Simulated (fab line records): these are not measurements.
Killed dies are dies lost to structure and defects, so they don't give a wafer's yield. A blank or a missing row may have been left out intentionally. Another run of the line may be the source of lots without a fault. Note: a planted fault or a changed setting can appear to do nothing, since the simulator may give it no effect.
Which tool did it? || flow gf180mcu || 18 wafers sampled from 6 lots at 1 step of a route of 602

WHAT THE GAUGES READ, wafer by wafer
GF_M4_OVL_MEAS_15.
{"lot": "L112", "measured": "day 24 10:54", "on": "overlay-02", "M4_OVL (nm)": "-2 4 -3"}
{"lot": "L114", "measured": "day 25 00:54", "on": "overlay-02", "M4_OVL (nm)": "-2 -4 -6"}
{"lot": "L122", "measured": "day 27 13:23", "on": "overlay-02", "M4_OVL (nm)": "5 4 -3"}
{"lot": "L127", "measured": "day 29 04:09", "on": "overlay-01", "M4_OVL (nm)": "3 2 -3"}
{"lot": "L130", "measured": "day 29 22:44", "on": "overlay-01", "M4_OVL (nm)": "8 6 2"}
{"lot": "L132", "measured": "day 30 19:32", "on": "overlay-01", "M4_OVL (nm)": "-10 -5 -9"}

WHAT TOOL EACH LOT RAN ON (gives the tool, then ch and the chambers of the sampled wafers, and finally the start)
Record: no process step prior to these readings.

THE ANSWER, worked out from the rows above alone
Rule: the lots themselves supply what counts as usual. The widest of any qualifying gaps counts: lots, ordered by their means at a reading, are off when they make up no more than a third of the lots, leave a main group of 4 or more, and stand apart from it by 3 or more times the standard deviation of that group's means. A main group is skipped when, at the precision printed for the reading in the tables above, its means are all equal. Also off: a lot with no number at a reading for which 4 or more lots have one. Any other lot the step has rows for is counted as sound.
None of the lots is off at any reading shown; this tells nothing.

WHAT THE SIMULATOR HAD PUT IN
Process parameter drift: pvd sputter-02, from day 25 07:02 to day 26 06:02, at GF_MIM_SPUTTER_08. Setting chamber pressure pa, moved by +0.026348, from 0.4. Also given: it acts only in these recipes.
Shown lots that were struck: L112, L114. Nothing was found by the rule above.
